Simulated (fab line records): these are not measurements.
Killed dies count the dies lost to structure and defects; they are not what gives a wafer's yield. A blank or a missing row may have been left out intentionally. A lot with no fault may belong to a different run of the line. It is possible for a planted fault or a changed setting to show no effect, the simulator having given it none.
The tool behind it: which one? :: flow gf180mcu :: 12 lots with 36 wafers sampled at 6 steps, on a route of 602 steps

== WHAT THE GAUGES SHOWED, per wafer ==
GF_STI_THK_MEAS_22.
lot: L155
measured: day 2 04:24
on: filmMetro-01
STI_OXIDATION_01_THK (nm): 14.43 14.35 14.47

lot: L156
measured: day 2 09:01
on: filmMetro-04
STI_OXIDATION_01_THK (nm): 15.37 15.30 15.51

lot: L157
measured: day 2 16:46
on: filmMetro-04
STI_OXIDATION_01_THK (nm): 14.94 14.83 15.03

lot: L158
measured: day 2 19:26
on: filmMetro-02
STI_OXIDATION_01_THK (nm): 15.32 15.46 14.99

lot: L159
measured: day 2 23:47
on: filmMetro-04
STI_OXIDATION_01_THK (nm): 15.03 15.08 15.19

lot: L160
measured: day 3 04:39
on: filmMetro-04
STI_OXIDATION_01_THK (nm): 14.38 14.83 14.75

lot: L161
measured: day 3 11:43
on: filmMetro-01
STI_OXIDATION_01_THK (nm): 14.62 14.53 14.78

lot: L164
measured: day 4 01:47
on: filmMetro-02
STI_OXIDATION_01_THK (nm): 15.00 15.06 14.87

lot: L165
measured: day 4 05:50
on: filmMetro-01
STI_OXIDATION_01_THK (nm): 15.25 15.23 15.06

lot: L167
measured: day 4 18:01
on: filmMetro-04
STI_OXIDATION_01_THK (nm): 14.79 15.11 14.81

lot: L176
measured: day 6 15:53
on: filmMetro-01
STI_OXIDATION_01_THK (nm): 14.81 15.10 15.04

lot: L178
measured: day 7 01:02
on: filmMetro-02
STI_OXIDATION_01_THK (nm): 14.98 14.87 15.01

GF_MVSD_OVL_MEAS_07.
lot: L155
measured: day 4 10:59
on: overlay-02
MVSD_OVL (nm): 0.8 -0.2 0.6

lot: L156
measured: day 4 16:34
on: overlay-02
MVSD_OVL (nm): -1.1 -0.2 0.7

lot: L157
measured: day 5 03:43
on: overlay-01
MVSD_OVL (nm): 1.5 2.8 3.6

lot: L158
measured: day 5 04:02
on: overlay-01
MVSD_OVL (nm): 1.7 1.3 1.6

lot: L159
measured: day 5 09:01
on: overlay-02
MVSD_OVL (nm): 2.9 2.0 2.0

lot: L160
measured: day 5 14:38
on: overlay-02
MVSD_OVL (nm): 1.3 2.1 1.4

lot: L161
measured: day 5 21:05
on: overlay-01
MVSD_OVL (nm): 0.3 -1.1 1.6

lot: L164
measured: day 6 16:10
on: overlay-02
MVSD_OVL (nm): 1.1 0.2 2.0

lot: L165
measured: day 7 00:44
on: overlay-02
MVSD_OVL (nm): 0.1 1.0 -0.2

lot: L167
measured: day 7 09:55
on: overlay-02
MVSD_OVL (nm): -1.9 -0.8 -0.4

lot: L176
measured: day 9 11:58
on: overlay-02
MVSD_OVL (nm): 0.0 0.2 0.2

lot: L178
measured: day 9 22:26
on: overlay-01
MVSD_OVL (nm): -1.3 -3.1 -1.9

GF_MVPSD_TW_MEAS_11.
lot: L155
measured: day 5 01:05
on: filmMetro-02
MVPSD_TW: 554.8 556.0 557.1

lot: L156
measured: day 5 07:14
on: filmMetro-03
MVPSD_TW: 548.5 551.4 547.7

lot: L157
measured: day 5 19:02
on: filmMetro-04
MVPSD_TW: 549.4 549.9 548.1

lot: L158
measured: day 5 19:13
on: filmMetro-03
MVPSD_TW: 550.3 548.0 549.3

lot: L159
measured: day 6 00:25
on: filmMetro-04
MVPSD_TW: 552.4 548.6 552.6

lot: L160
measured: day 6 05:05
on: filmMetro-03
MVPSD_TW: 547.6 551.1 550.0

lot: L161
measured: day 6 12:20
on: filmMetro-04
MVPSD_TW: 548.8 549.0 552.8

lot: L164
measured: day 7 08:06
on: filmMetro-02
MVPSD_TW: 559.8 554.1 558.3

lot: L165
measured: day 7 17:02
on: filmMetro-02
MVPSD_TW: 462.4 461.8 462.7

lot: L167
measured: day 8 02:31
on: filmMetro-03
MVPSD_TW: 456.8 456.2 455.2

lot: L176
measured: day 10 06:14
on: filmMetro-03
MVPSD_TW: 550.8 551.5 551.0

lot: L178
measured: day 10 17:01
on: filmMetro-02
MVPSD_TW: 551.2 556.8 552.2

GF_VT_IMPLANT_OVL_MEAS_29.
lot: L155
measured: day 6 21:27
on: overlay-01
VT_IMPLANT_02_OVL (nm): 2.5 3.0 2.5

lot: L156
measured: day 7 04:03
on: overlay-01
VT_IMPLANT_02_OVL (nm): 0.1 -1.8 0.2

lot: L157
measured: day 7 17:31
on: overlay-02
VT_IMPLANT_02_OVL (nm): 2.3 2.7 2.1

lot: L158
measured: day 7 18:13
on: overlay-01
VT_IMPLANT_02_OVL (nm): 2.2 0.2 2.9

lot: L159
measured: day 7 22:20
on: overlay-01
VT_IMPLANT_02_OVL (nm): 2.0 2.1 2.2

lot: L160
measured: day 8 04:59
on: overlay-02
VT_IMPLANT_02_OVL (nm): 0.0 -1.3 -1.3

lot: L161
measured: day 8 13:29
on: overlay-02
VT_IMPLANT_02_OVL (nm): 0.3 0.6 0.1

lot: L164
measured: day 9 08:41
on: overlay-02
VT_IMPLANT_02_OVL (nm): 0.2 0.2 -0.4

lot: L165
measured: day 9 18:08
on: overlay-01
VT_IMPLANT_02_OVL (nm): -0.3 -1.2 -0.1

lot: L167
measured: day 10 04:57
on: overlay-02
VT_IMPLANT_02_OVL (nm): 1.4 0.9 1.8

lot: L176
measured: day 12 13:26
on: overlay-01
VT_IMPLANT_02_OVL (nm): -4.8 -4.7 -3.2

lot: L178
measured: day 13 00:52
on: overlay-01
VT_IMPLANT_02_OVL (nm): 0.4 1.1 0.3

GF_VT_IMPLANT_RS_MEAS_49: a four-point-probe measurement.
lot: L155
measured: day 7 14:19
on: filmMetro-02
MVPSD_RS (ohm/sq): 1167.8 1168.1 1166.7

lot: L156
measured: day 7 20:56
on: filmMetro-03
MVPSD_RS (ohm/sq): 1173.4 1172.1 1172.7

lot: L157
measured: day 8 10:02
on: filmMetro-03
MVPSD_RS (ohm/sq): 1170.2 1171.8 1171.1

lot: L158
measured: day 8 10:23
on: filmMetro-02
MVPSD_RS (ohm/sq): 1170.4 1170.4 1170.1

lot: L159
measured: day 8 14:55
on: filmMetro-02
MVPSD_RS (ohm/sq): 1166.9 1167.8 1165.4

lot: L160
measured: day 8 22:54
on: filmMetro-04
MVPSD_RS (ohm/sq): 1168.3 1169.0 1169.4

lot: L161
measured: day 9 06:54
on: filmMetro-03
MVPSD_RS (ohm/sq): 1167.9 1169.4 1168.5

lot: L164
measured: day 10 03:08
on: filmMetro-02
MVPSD_RS (ohm/sq): 1166.9 1171.3 1168.9

lot: L165
measured: day 10 13:06
on: filmMetro-03
MVPSD_RS (ohm/sq): 1714.4 1715.0 1715.9

lot: L167
measured: day 10 23:43
on: filmMetro-02
MVPSD_RS (ohm/sq): 1717.5 1718.8 1719.5

lot: L176
measured: day 13 10:00
on: filmMetro-02
MVPSD_RS (ohm/sq): 1168.3 1172.6 1173.6

lot: L178
measured: day 13 21:47
on: filmMetro-03
MVPSD_RS (ohm/sq): 1168.8 1167.4 1169.6

== EACH LOT AND THE TOOL THAT RAN IT (in order: tool; ch and the chambers of the sampled wafers; start) ==
lot: L155
GF_MVPSD_IMPLANT_08: implanter-01 ch 0, day 5 00:43

lot: L156
GF_MVPSD_IMPLANT_08: implanter-01 ch 0, day 5 06:50

lot: L157
GF_MVPSD_IMPLANT_08: implanter-02 ch 0, day 5 18:40

lot: L158
GF_MVPSD_IMPLANT_08: implanter-01 ch 0, day 5 18:49

lot: L159
GF_MVPSD_IMPLANT_08: implanter-03 ch 0, day 6 00:01

lot: L160
GF_MVPSD_IMPLANT_08: implanter-02 ch 0, day 6 04:43

lot: L161
GF_MVPSD_IMPLANT_08: implanter-02 ch 0, day 6 11:58

lot: L164
GF_MVPSD_IMPLANT_08: implanter-01 ch 0, day 7 07:42

lot: L165
GF_MVPSD_IMPLANT_08: implanter-02 ch 0, day 7 16:40

lot: L167
GF_MVPSD_IMPLANT_08: implanter-02 ch 0, day 8 02:07

lot: L176
GF_MVPSD_IMPLANT_08: implanter-01 ch 0, day 10 05:50

lot: L178
GF_MVPSD_IMPLANT_08: implanter-03 ch 0, day 10 16:37
- GF_MVPSD_IMPLANT_08

== AS READ BY THE TOOLS THEMSELVES (means over the sampled wafers that have a number; for cases with no such wafer, the mark the record gives instead) ==
GF_MVPSD_IMPLANT_08.
lot: L155
tool: implanter-01
doseIonsCm2: 1.5e+13
faradayCurrentUA: 85.2

lot: L156
tool: implanter-01
doseIonsCm2: 1.5e+13
faradayCurrentUA: 83.4

lot: L157
tool: implanter-02
doseIonsCm2: 1.5e+13
faradayCurrentUA: 84.2

lot: L158
tool: implanter-01
doseIonsCm2: 1.5e+13
faradayCurrentUA: 84.5

lot: L159
tool: implanter-03
doseIonsCm2: 1.5e+13
faradayCurrentUA: 84.5

lot: L160
tool: implanter-02
doseIonsCm2: 1.5e+13
faradayCurrentUA: 86.1

lot: L161
tool: implanter-02
doseIonsCm2: 1.5e+13
faradayCurrentUA: 85.1

lot: L164
tool: implanter-01
doseIonsCm2: 1.5e+13
faradayCurrentUA: 84.2

lot: L165
tool: implanter-02
doseIonsCm2: 6.8e+12
faradayCurrentUA: 38.6

lot: L167
tool: implanter-02
doseIonsCm2: 6.8e+12
faradayCurrentUA: 37.3

lot: L176
tool: implanter-01
doseIonsCm2: 1.5e+13
faradayCurrentUA: 84.7

lot: L178
tool: implanter-03
doseIonsCm2: 1.5e+13
faradayCurrentUA: 83.1

== THE ANSWER, worked out from the rows above alone ==
Rule: the lots themselves supply what counts as usual. Put in order of their means at a reading, lots are off if they are a third of the lots or fewer, leave a main group of 4 or more, and stand apart from it by a gap of 3 or more times the standard deviation of the main group's means; of several such gaps the widest counts. Not used: any main group whose means are identical at the precision the tables above print for the reading. Also off: a lot with no number at a reading for which 4 or more lots have one. All remaining lots with rows at the step are treated as sound. Order of review: gauges by route order, followed by the tools' own readings, for which a lot's mean as printed above is used. At the first step where some lot is off, the reading lying furthest off is the one used; lots without a number count as furthest.
Off: L165, L167, seen at GF_MVPSD_TW_MEAS_11 (MVPSD_TW). Main group: mean 551.6, sd 2.8.
If a tool, at a process step before that reading, ran all the lots that are off and no sound lot after the first of them, it fits. The gauges at GF_MVPSD_TW_MEAS_11 aren't tried: what is off there is off at GF_MVPSD_IMPLANT_08 too, on other tools, and a gauge's error can't cause that. One fits: GF_MVPSD_IMPLANT_08 on implanter-02. A fault onset in the window from L161 (day 6 11:58, its last sound lot) to L165 (day 7 16:40, its first lot off) fits.
The tool's own readings at GF_MVPSD_IMPLANT_08 bear it out: on the lots that are off they differ by more than 5 times the standard deviation of the sound lots' means. doseIonsCm2 reads 6.8e+12 there against 1.5e+13 on the sound lots; faradayCurrentUA reads 38.0 there against 84.5 on the sound lots.

== WHAT THE SIMULATOR PUT IN ==
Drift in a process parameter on implanter-02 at GF_MVPSD_IMPLANT_08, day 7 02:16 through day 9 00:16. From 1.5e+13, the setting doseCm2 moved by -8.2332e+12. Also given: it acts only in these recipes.
Lots struck among those shown: L165, L167. The rule above reached the same finding.
